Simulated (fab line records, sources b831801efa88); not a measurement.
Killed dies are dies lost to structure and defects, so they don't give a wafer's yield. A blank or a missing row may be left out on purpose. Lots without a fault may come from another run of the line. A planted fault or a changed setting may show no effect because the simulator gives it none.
Which tool did it? | flow sky130 | 12 lots, 36 wafers sampled, at 5 steps of a route of 708

WHAT THE GAUGES READ, wafer by wafer
The record holds no reading of a measuring or inspecting step that can be judged against a usual standard deviation.

WHICH TOOL RAN EACH LOT (tool, then ch and the chambers of the sampled wafers, then the start)
lot  | SKY_METAL4_STRIP_19                  | SKY_VIA4_CVD_18               | SKY_METAL5_SPUTTER_02        | SKY_METAL5_SPUTTER_03        | SKY_PAD_OPEN_PROBE_99
L439 | plasma_asher-02 ch 0,1, day 41 22:34 | cvd_w-02 ch 0,1, day 42 23:34 | pvd_sputter-02, day 43 00:15 | pvd_sputter-02, day 43 00:18 | -
L442 | plasma_asher-01 ch 0,1, day 43 00:38 | cvd_w-01 ch 0, day 44 00:54   | pvd_sputter-04, day 44 01:35 | pvd_sputter-04, day 44 01:38 | -
L443 | plasma_asher-02 ch 0,1, day 43 13:53 | cvd_w-02 ch 1, day 44 13:46   | pvd_sputter-02, day 44 14:35 | pvd_sputter-02, day 44 14:39 | -
L445 | plasma_asher-02 ch 0,1, day 44 01:44 | cvd_w-02 ch 0,1, day 45 01:51 | pvd_sputter-01, day 45 02:32 | pvd_sputter-01, day 45 02:35 | -
L446 | plasma_asher-03 ch 0,1, day 44 05:55 | cvd_w-01 ch 0,1, day 45 05:26 | pvd_sputter-02, day 45 06:07 | pvd_sputter-02, day 45 06:10 | -
L447 | plasma_asher-01 ch 0,1, day 44 10:29 | cvd_w-02 ch 0,1, day 45 10:13 | pvd_sputter-01, day 45 10:54 | pvd_sputter-01, day 45 10:57 | -
L448 | plasma_asher-01 ch 0,1, day 44 15:59 | cvd_w-01 ch 0,1, day 45 14:35 | pvd_sputter-04, day 45 15:16 | pvd_sputter-04, day 45 15:19 | -
L450 | plasma_asher-03 ch 0,1, day 45 04:11 | cvd_w-02 ch 0,1, day 46 02:58 | pvd_sputter-04, day 46 03:38 | pvd_sputter-04, day 46 03:41 | -
L457 | plasma_asher-01 ch 0,1, day 46 23:32 | cvd_w-01 ch 0,1, day 47 21:16 | pvd_sputter-02, day 47 21:57 | pvd_sputter-02, day 47 22:00 | -
L458 | plasma_asher-01 ch 0,1, day 47 01:43 | cvd_w-02 ch 0,1, day 48 00:01 | pvd_sputter-04, day 48 00:41 | pvd_sputter-04, day 48 00:45 | prober-02, day 50 08:31
L459 | plasma_asher-01 ch 1, day 47 09:19   | cvd_w-01 ch 0,1, day 48 07:07 | pvd_sputter-04, day 48 08:01 | pvd_sputter-04, day 48 08:04 | prober-01, day 50 15:43
L460 | plasma_asher-01 ch 0,1, day 47 17:23 | cvd_w-01 ch 0,1, day 48 13:43 | pvd_sputter-02, day 48 14:24 | pvd_sputter-02, day 48 14:27 | prober-02, day 50 20:34
- SKY_METAL4_STRIP_19: strips in O2/N2.
- SKY_VIA4_CVD_18: deposits W, target thk 505 nm, time 152.14 s.
- SKY_METAL5_SPUTTER_02: material AlCu, target thk 1150 nm, time 61.2 s.
- SKY_METAL5_SPUTTER_03: material Ti, target thk 5 nm, time 3.3 s.
- SKY_PAD_OPEN_PROBE_99

WHAT THE TOOLS THEMSELVES READ (means of the sampled wafers that have a number; where no wafer has one, the mark that the record gives instead)
SKY_METAL4_STRIP_19.
lot  | tool            | drypump_motor_current_A (A) | o2_flow_sccm (sccm) | oes_product_au (a.u.) | strip_time_to_endpoint_s (s)
L439 | plasma_asher-02 | 6.0                         | 3006                | 0.504                 | 6.59
L442 | plasma_asher-01 | 6.4                         | 3008                | 0.510                 | 6.67
L443 | plasma_asher-02 | 5.9                         | 3007                | 0.507                 | 6.67
L445 | plasma_asher-02 | 6.0                         | 3004                | 0.499                 | 6.55
L446 | plasma_asher-03 | 5.5                         | 2998                | 0.495                 | 6.47
L447 | plasma_asher-01 | 6.3                         | 3004                | 0.502                 | 6.50
L448 | plasma_asher-01 | 6.3                         | 2997                | 0.506                 | 6.62
L450 | plasma_asher-03 | 5.2                         | 2986                | 0.498                 | 6.51
L457 | plasma_asher-01 | 6.3                         | 2998                | 0.499                 | 6.52
L458 | plasma_asher-01 | 6.4                         | 3000                | 0.500                 | 6.52
L459 | plasma_asher-01 | 6.1                         | 3004                | 0.503                 | 6.52
L460 | plasma_asher-01 | 6.3                         | 3000                | 0.504                 | 6.51

SKY_VIA4_CVD_18.
lot  | tool     | heater_power_w (W)
L439 | cvd_w-02 | 929
L442 | cvd_w-01 | 794
L443 | cvd_w-02 | 888
L445 | cvd_w-02 | 937
L446 | cvd_w-01 | 764
L447 | cvd_w-02 | 912
L448 | cvd_w-01 | 760
L450 | cvd_w-02 | 907
L457 | cvd_w-01 | 770
L458 | cvd_w-02 | 921
L459 | cvd_w-01 | 780
L460 | cvd_w-01 | 784

SKY_METAL5_SPUTTER_02.
lot  | tool           | throttle_valve_pct (%)
L439 | pvd_sputter-02 | 30.1
L442 | pvd_sputter-04 | 31.8
L443 | pvd_sputter-02 | 29.6
L445 | pvd_sputter-01 | 30.9
L446 | pvd_sputter-02 | 30.5
L447 | pvd_sputter-01 | 30.3
L448 | pvd_sputter-04 | 30.8
L450 | pvd_sputter-04 | 30.3
L457 | pvd_sputter-02 | 29.8
L458 | pvd_sputter-04 | 31.2
L459 | pvd_sputter-04 | 29.9
L460 | pvd_sputter-02 | 29.6

SKY_METAL5_SPUTTER_03.
lot  | tool           | throttle_valve_pct (%)
L439 | pvd_sputter-02 | 30.0
L442 | pvd_sputter-04 | 31.8
L443 | pvd_sputter-02 | 29.7
L445 | pvd_sputter-01 | 30.7
L446 | pvd_sputter-02 | 30.4
L447 | pvd_sputter-01 | 30.2
L448 | pvd_sputter-04 | 30.8
L450 | pvd_sputter-04 | 30.3
L457 | pvd_sputter-02 | 29.7
L458 | pvd_sputter-04 | 31.0
L459 | pvd_sputter-04 | 29.9
L460 | pvd_sputter-02 | 29.4

SKY_PAD_OPEN_PROBE_99.
lot  | tool      | defect_limited_yield (%) | killed_at_M0_to_M3 | killed_at_M4_up | killed_at_contacts | killed_at_front_end | killed_at_other | killed_dies | killed_open | killed_short | sort_bin_3_pad_short (%) | sort_bin_5_function (%) | sort_bin_6_memory (%) | sort_n_pass | sort_yield_pct (%)
L458 | prober-02 | 78.4                     | 45                 | 20.3            | 23                 | 17                  | 0.3             | 106         | 49          | 40           | 1.6                      | 14.2                    | 5.8                   | 386         | 78.4
L459 | prober-01 | 74.1                     | 35                 | 52.0            | 23                 | 18                  | 0.0             | 127         | 43          | 36           | 3.1                      | 16.7                    | 6.1                   | 365         | 74.1
L460 | prober-02 | 73.7                     | 48                 | 39.7            | 29                 | 12                  | 0.3             | 129         | 55          | 38           | 2.1                      | 16.5                    | 7.7                   | 363         | 73.7

THE ANSWER, worked out from the rows above alone
Rule: what is usual is taken from the lots themselves. Put in order of their means at a reading, lots are off if they are a third of the lots or fewer, leave a main group of 4 or more, and stand apart from it by a gap of 3 or more times the standard deviation of the main group's means; of several such gaps the widest counts. A main group whose means are all the same, to the digits that the tables above print for the reading, isn't used. A lot without any number at a reading at which 4 lots or more have one is off too. The other lots that the step has rows for count as sound. The gauges are gone through in route order, then the tools' own readings, and for those a lot's mean is taken as printed above. The first step at which some lot is off is used, and at that step the reading that is off furthest; a lot without a number counts as furthest.
No lot is off at any reading shown: from this, nothing can be told.

WHAT THE SIMULATOR HAD PUT IN
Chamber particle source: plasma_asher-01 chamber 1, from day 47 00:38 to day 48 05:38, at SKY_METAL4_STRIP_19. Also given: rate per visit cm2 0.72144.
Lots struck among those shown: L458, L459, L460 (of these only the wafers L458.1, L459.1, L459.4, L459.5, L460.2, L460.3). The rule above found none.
